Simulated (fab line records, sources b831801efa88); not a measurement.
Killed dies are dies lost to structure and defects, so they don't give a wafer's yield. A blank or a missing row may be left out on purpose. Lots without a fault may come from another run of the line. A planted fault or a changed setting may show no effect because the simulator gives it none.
Which tool did it? | flow sky130 | 24 lots, 72 wafers sampled, at 4 steps of a route of 708

WHAT THE GAUGES READ, wafer by wafer
SKY_LDD_N_OVL_MEAS_07.
lot  | measured     | on         | LDD_N_OVL (nm)
L075 | day 17 19:17 | overlay-02 | 0.9 0.2 0.1
L074 | day 17 20:35 | overlay-01 | 0.4 -0.3 -0.8
L076 | day 18 09:14 | overlay-02 | 0.9 0.7 0.0
L077 | day 18 16:12 | overlay-01 | 1.5 0.3 1.4
L078 | day 19 05:05 | overlay-02 | -1.1 -2.4 -0.3
L079 | day 19 13:34 | overlay-02 | 1.0 1.7 1.8
L080 | day 19 21:49 | overlay-02 | -1.4 1.1 0.2
L082 | day 20 09:23 | overlay-02 | 0.3 -0.3 0.5
L081 | day 20 12:53 | overlay-01 | 0.0 -1.6 -0.1
L083 | day 21 00:24 | overlay-02 | 0.0 0.6 0.2
L084 | day 21 11:15 | overlay-02 | 0.7 -0.9 -2.3
L085 | day 21 19:51 | overlay-02 | 1.2 0.1 -0.7
L087 | day 22 07:29 | overlay-01 | 1.0 0.3 0.2
L086 | day 22 21:53 | overlay-01 | 0.1 -0.2 0.7
L088 | day 22 23:08 | overlay-01 | 2.2 1.8 0.7
L089 | day 23 08:03 | overlay-02 | 1.4 0.3 -0.9
L091 | day 24 14:31 | overlay-01 | 0.7 1.9 1.2
L090 | day 24 20:46 | overlay-02 | -0.3 0.4 2.2
L093 | day 25 01:40 | overlay-01 | 0.4 -0.4 -0.1
L094 | day 25 05:31 | overlay-01 | -4.0 -0.8 -0.7
L092 | day 25 07:20 | overlay-02 | 2.4 1.7 1.5
L095 | day 25 13:53 | overlay-02 | 3.0 2.6 0.8
L096 | day 25 20:26 | overlay-02 | -0.2 -1.0 0.5
L097 | day 26 08:25 | overlay-02 | -1.0 -1.4 -2.7

SKY_VIA1_CD_MEAS_12: target cd 150 nm.
lot  | measured     | on        | cd_nm (nm)
L075 | day 34 03:26 | cd_sem-02 | 148.9 150.3 149.4
L074 | day 34 03:47 | cd_sem-02 | 152.5 151.8 151.4
L076 | day 34 12:19 | cd_sem-01 | 150.3 149.7 150.5
L077 | day 34 21:30 | cd_sem-01 | 151.0 151.8 151.6
L078 | day 35 09:08 | cd_sem-01 | 151.6 152.6 149.7
L079 | day 35 12:38 | cd_sem-01 | 148.6 147.0 146.7
L080 | day 35 23:16 | cd_sem-01 | 146.0 146.8 147.0
L082 | day 36 06:37 | cd_sem-01 | 153.6 153.1 152.6
L081 | day 36 09:45 | cd_sem-02 | 148.8 150.4 147.0
L083 | day 36 20:03 | cd_sem-02 | 149.9 150.6 149.5
L084 | day 37 04:27 | cd_sem-01 | 150.2 151.7 150.4
L085 | day 37 13:01 | cd_sem-02 | 147.1 148.2 146.3
L087 | day 37 20:20 | cd_sem-02 | 151.0 151.4 151.2
L086 | day 38 08:32 | cd_sem-01 | 151.1 151.4 150.7
L088 | day 38 11:48 | cd_sem-01 | 151.6 150.1 150.8
L089 | day 38 18:17 | cd_sem-01 | 152.3 152.8 151.5
L091 | day 39 20:32 | cd_sem-02 | 153.2 152.8 150.5
L090 | day 39 23:20 | cd_sem-02 | 148.4 148.8 148.8
L093 | day 40 03:02 | cd_sem-02 | 151.1 151.6 151.1
L094 | day 40 07:19 | cd_sem-01 | 152.0 150.1 151.7
L092 | day 40 09:50 | cd_sem-01 | 149.7 151.1 149.5
L095 | day 40 14:15 | cd_sem-02 | 147.2 146.4 147.1
L096 | day 40 21:20 | cd_sem-01 | 152.7 152.4 151.2
L097 | day 41 05:23 | cd_sem-01 | 147.3 146.6 146.4

WHICH TOOL RAN EACH LOT (tool, then ch and the chambers of the sampled wafers, then the start)
lot  | SKY_METAL1_DESCUM_17              | SKY_METAL1_ETCH_18
L075 | rie_metal-02 ch 0, day 32 23:18   | rie_metal-02 ch 0, day 32 23:22
L074 | rie_metal-04 ch 0,1, day 32 23:39 | rie_metal-04 ch 0,1, day 32 23:41
L076 | rie_metal-01 ch 0,1, day 33 09:09 | rie_metal-01 ch 0,1, day 33 09:11
L077 | rie_metal-04 ch 0,1, day 33 17:33 | rie_metal-04 ch 0,1, day 33 17:35
L078 | rie_metal-04 ch 0,1, day 34 04:17 | rie_metal-04 ch 0,1, day 34 04:19
L079 | rie_metal-04 ch 0,1, day 34 08:39 | rie_metal-04 ch 0,1, day 34 08:41
L080 | rie_metal-02 ch 0,1, day 34 19:35 | rie_metal-02 ch 0,1, day 34 19:37
L082 | rie_metal-02 ch 0,1, day 35 02:44 | rie_metal-02 ch 0,1, day 35 02:46
L081 | rie_metal-04 ch 0,1, day 35 06:56 | rie_metal-04 ch 0,1, day 35 06:58
L083 | rie_metal-01 ch 1, day 35 17:26   | rie_metal-01 ch 1, day 35 17:28
L084 | rie_metal-02 ch 0,1, day 36 02:10 | rie_metal-02 ch 0,1, day 36 02:11
L085 | rie_metal-01 ch 0,1, day 36 09:52 | rie_metal-01 ch 0,1, day 36 09:53
L087 | rie_metal-01 ch 0,1, day 36 17:10 | rie_metal-01 ch 0,1, day 36 17:11
L086 | rie_metal-01 ch 0,1, day 37 05:31 | rie_metal-01 ch 0,1, day 37 05:32
L088 | rie_metal-01 ch 0,1, day 37 08:34 | rie_metal-01 ch 0,1, day 37 08:36
L089 | rie_metal-04 ch 0,1, day 37 15:44 | rie_metal-04 ch 0,1, day 37 15:46
L091 | rie_metal-02 ch 0,1, day 38 18:12 | rie_metal-02 ch 0,1, day 38 18:14
L090 | rie_metal-04 ch 0,1, day 38 20:43 | rie_metal-04 ch 0,1, day 38 20:46
L093 | rie_metal-02 ch 0,1, day 39 00:19 | rie_metal-02 ch 0,1, day 39 00:20
L094 | rie_metal-04 ch 0,1, day 39 05:12 | rie_metal-04 ch 0,1, day 39 05:14
L092 | rie_metal-02 ch 0,1, day 39 08:04 | rie_metal-02 ch 0,1, day 39 08:06
L095 | rie_metal-02 ch 0,1, day 39 12:31 | rie_metal-02 ch 0,1, day 39 12:32
L096 | rie_metal-04 ch 0,1, day 39 19:08 | rie_metal-04 ch 0,1, day 39 19:10
L097 | rie_metal-02 ch 0,1, day 40 03:45 | rie_metal-02 ch 0,1, day 40 03:47
- SKY_METAL1_DESCUM_17: chemistry O2, time 8 s.
- SKY_METAL1_ETCH_18: etches BARC in N2/H2, stops on SiO2, time 45.9 s, target depth 60 nm.

WHAT THE TOOLS THEMSELVES READ (means of the sampled wafers that have a number; where no wafer has one, the mark that the record gives instead)
SKY_METAL1_DESCUM_17.
lot  | tool         | drypump_motor_current_A (A) | oes_product_au (a.u.)
L075 | rie_metal-02 | 6.3                         | 1.002
L074 | rie_metal-04 | 5.4                         | 0.993
L076 | rie_metal-01 | 5.6                         | 0.999
L077 | rie_metal-04 | 5.4                         | 0.988
L078 | rie_metal-04 | 5.4                         | 1.008
L079 | rie_metal-04 | 5.4                         | 1.001
L080 | rie_metal-02 | 5.9                         | 1.013
L082 | rie_metal-02 | 6.1                         | 0.997
L081 | rie_metal-04 | 5.5                         | 1.001
L083 | rie_metal-01 | 6.0                         | 1.000
L084 | rie_metal-02 | 6.1                         | 0.999
L085 | rie_metal-01 | 5.8                         | 0.993
L087 | rie_metal-01 | 5.5                         | 1.007
L086 | rie_metal-01 | 5.8                         | 0.992
L088 | rie_metal-01 | 5.8                         | 0.997
L089 | rie_metal-04 | 5.5                         | 0.987
L091 | rie_metal-02 | 6.1                         | 1.008
L090 | rie_metal-04 | 5.4                         | 0.988
L093 | rie_metal-02 | 6.1                         | 1.010
L094 | rie_metal-04 | 5.5                         | 0.992
L092 | rie_metal-02 | 5.9                         | 1.016
L095 | rie_metal-02 | 6.1                         | 1.003
L096 | rie_metal-04 | 5.4                         | 0.985
L097 | rie_metal-02 | 5.9                         | 1.004

SKY_METAL1_ETCH_18.
lot  | tool         | drypump_motor_current_A (A) | oes_product_au (a.u.) | throttle_valve_pct (%)
L075 | rie_metal-02 | 6.3                         | 0.853                 | 13.229
L074 | rie_metal-04 | 5.4                         | 0.851                 | 13.224
L076 | rie_metal-01 | 5.6                         | 0.856                 | 13.228
L077 | rie_metal-04 | 5.4                         | 0.857                 | 13.214
L078 | rie_metal-04 | 5.4                         | 0.851                 | 13.217
L079 | rie_metal-04 | 5.4                         | 0.854                 | 13.231
L080 | rie_metal-02 | 5.9                         | 0.848                 | 13.221
L082 | rie_metal-02 | 6.1                         | 0.851                 | 13.224
L081 | rie_metal-04 | 5.5                         | 0.854                 | 13.220
L083 | rie_metal-01 | 6.0                         | 0.853                 | 13.230
L084 | rie_metal-02 | 6.1                         | 0.856                 | 13.213
L085 | rie_metal-01 | 5.8                         | 0.856                 | 13.218
L087 | rie_metal-01 | 5.6                         | 0.859                 | 13.224
L086 | rie_metal-01 | 5.8                         | 0.854                 | 13.219
L088 | rie_metal-01 | 5.8                         | 0.857                 | 13.227
L089 | rie_metal-04 | 5.5                         | 0.854                 | 13.227
L091 | rie_metal-02 | 6.1                         | 0.857                 | 13.226
L090 | rie_metal-04 | 5.4                         | 0.854                 | 13.233
L093 | rie_metal-02 | 6.1                         | 0.858                 | 13.233
L094 | rie_metal-04 | 5.5                         | 0.859                 | 13.224
L092 | rie_metal-02 | 6.0                         | 0.854                 | 13.235
L095 | rie_metal-02 | 6.1                         | 0.851                 | 13.227
L096 | rie_metal-04 | 5.4                         | 0.849                 | 13.217
L097 | rie_metal-02 | 5.9                         | 0.862                 | 13.215

THE ANSWER, worked out from the rows above alone
Rule: what is usual is taken from the lots themselves. Put in order of their means at a reading, lots are off if they are a third of the lots or fewer, leave a main group of 4 or more, and stand apart from it by a gap of 3 or more times the standard deviation of the main group's means; of several such gaps the widest counts. A main group whose means are all the same, to the digits that the tables above print for the reading, isn't used. A lot without any number at a reading at which 4 lots or more have one is off too. The other lots that the step has rows for count as sound. The gauges are gone through in route order, then the tools' own readings, and for those a lot's mean is taken as printed above. The first step at which some lot is off is used, and at that step the reading that is off furthest; a lot without a number counts as furthest.
No lot is off at any reading shown: from this, nothing can be told.

WHAT THE SIMULATOR HAD PUT IN
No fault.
